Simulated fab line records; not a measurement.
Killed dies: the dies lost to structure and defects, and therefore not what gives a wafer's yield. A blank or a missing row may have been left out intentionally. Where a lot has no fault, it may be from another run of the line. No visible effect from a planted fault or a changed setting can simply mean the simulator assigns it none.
The tool behind it: which one?	flow gf180mcu	39 wafers from 13 lots sampled at 4 of the route's 602 steps

WHAT EACH GAUGE READ, for each wafer
GF_TOP_METAL_THK_MEAS_06: measures by xrf. Usual: TOP_METAL_ALCU_THK 911 nm, standard deviation 10.
lot	measured	on	TOP_METAL_ALCU_THK (nm)	flag
L913	day 27 19:41	filmMetro-03	927 920 917	
L914	day 28 04:31	filmMetro-03	909 900 908	
L916	day 28 11:49	filmMetro-03	908 917 921	
L917	day 28 20:04	filmMetro-03	908 918 899	
L920	day 29 19:10	filmMetro-04	925 924 925	
L923	day 30 19:07	filmMetro-01	919 916 918	
L924	day 31 03:31	filmMetro-03	916 907 922	
L925	day 31 05:06	filmMetro-01	921 922 906	
L929	day 32 04:41	filmMetro-01	882 909 906	
L931	day 32 18:20	filmMetro-01	911 894 918	
L932	day 33 01:44	filmMetro-01	913 907 910	
L933	day 33 07:14	filmMetro-01	913 920 931	
L935	day 33 12:06	filmMetro-04	904 906 910	

GF_PASSIVATION_THK_MEAS_03. Usual: PASSIVATION_CVD_02_THK 695 nm, standard deviation 8.8.
lot	measured	on	PASSIVATION_CVD_02_THK (nm)	flag
L913	day 28 16:41	filmMetro-02	697 708 702	
L914	day 29 01:06	filmMetro-04	707 721 713	
L916	day 29 08:47	filmMetro-04	686 680 693	
L917	day 29 16:32	filmMetro-03	690 711 708	
L920	day 30 14:59	filmMetro-04	691 693 702	
L923	day 31 13:37	filmMetro-04	696 681 703	
L924	day 31 21:29	filmMetro-02	699 678 699	
L925	day 31 23:50	filmMetro-04	693 689 699	
L929	day 32 22:07	filmMetro-04	692 702 703	
L931	day 33 11:20	filmMetro-03	682 702 701	
L932	day 33 18:01	filmMetro-04	698 693 711	
L933	day 33 23:47	filmMetro-02	691 681 694	
L935	day 34 05:02	filmMetro-03	691 698 706	

WHAT TOOL EACH LOT RAN ON (gives the tool, then ch and the chambers of the sampled wafers, and finally the start)
lot	GF_TOP_METAL_SPUTTER_02	GF_TOP_METAL_SPUTTER_03
L913	pvdSputter-01, day 27 19:29	pvdSputter-01, day 27 19:31
L914	pvdSputter-01, day 28 04:17	pvdSputter-01, day 28 04:20
L916	pvdSputter-01, day 28 11:36	pvdSputter-01, day 28 11:38
L917	pvdSputter-01, day 28 19:51	pvdSputter-01, day 28 19:53
L920	pvdSputter-01, day 29 18:57	pvdSputter-01, day 29 18:59
L923	pvdSputter-04, day 30 18:54	pvdSputter-04, day 30 18:57
L924	pvdSputter-01, day 31 03:17	pvdSputter-01, day 31 03:20
L925	pvdSputter-02, day 31 04:53	pvdSputter-02, day 31 04:56
L929	pvdSputter-01, day 32 04:28	pvdSputter-01, day 32 04:31
L931	pvdSputter-02, day 32 18:07	pvdSputter-02, day 32 18:09
L932	pvdSputter-04, day 33 01:32	pvdSputter-04, day 33 01:34
L933	pvdSputter-04, day 33 07:01	pvdSputter-04, day 33 07:03
L935	pvdSputter-02, day 33 11:53	pvdSputter-02, day 33 11:56
- GF_TOP_METAL_SPUTTER_02: material AlCu, target thk 900 nm, time 47.82 s.
- GF_TOP_METAL_SPUTTER_03: material Ti, target thk 5 nm, time 3.3 s.

WHAT THE TOOLS THEMSELVES READ (means of the sampled wafers that have a number; where no wafer has one, the mark that the record gives instead)
GF_TOP_METAL_SPUTTER_02. Usual: throttleValvePct at 30.3 %, with a standard deviation of 1.1.
lot	tool	throttleValvePct (%)	flag
L913	pvdSputter-01	30.8	
L914	pvdSputter-01	30.9	
L916	pvdSputter-01	30.3	
L917	pvdSputter-01	31.0	
L920	pvdSputter-01	30.1	
L923	pvdSputter-04	29.6	
L924	pvdSputter-01	30.2	
L925	pvdSputter-02	30.1	
L929	pvdSputter-01	31.1	
L931	pvdSputter-02	29.8	
L932	pvdSputter-04	29.5	
L933	pvdSputter-04	29.5	
L935	pvdSputter-02	30.8	

GF_TOP_METAL_SPUTTER_03. Usual: throttleValvePct at 30.3 %, with a standard deviation of 1.1.
lot	tool	throttleValvePct (%)	flag
L913	pvdSputter-01	30.7	
L914	pvdSputter-01	30.9	
L916	pvdSputter-01	30.2	
L917	pvdSputter-01	30.8	
L920	pvdSputter-01	30.2	
L923	pvdSputter-04	29.7	
L924	pvdSputter-01	30.2	
L925	pvdSputter-02	30.2	
L929	pvdSputter-01	30.9	
L931	pvdSputter-02	29.7	
L932	pvdSputter-04	29.4	
L933	pvdSputter-04	29.5	
L935	pvdSputter-02	30.7	

THE ANSWER, worked out from the rows above alone
Rule: lot off if the mean of its wafers having a number is beyond 3 standard deviations from the usual mean. A lot without any number at a reading at which 4 lots or more have one is off too. All remaining lots with rows at the step are treated as sound. First the gauges in route order, then the tools' own readings, where a lot's mean is used as printed above. At the first step where some lot is off, the reading lying furthest off is the one used; lots without a number count as furthest.
No lot is off on any of the readings shown, so nothing can be concluded from this.

WHAT WAS PUT IN BY THE SIMULATOR
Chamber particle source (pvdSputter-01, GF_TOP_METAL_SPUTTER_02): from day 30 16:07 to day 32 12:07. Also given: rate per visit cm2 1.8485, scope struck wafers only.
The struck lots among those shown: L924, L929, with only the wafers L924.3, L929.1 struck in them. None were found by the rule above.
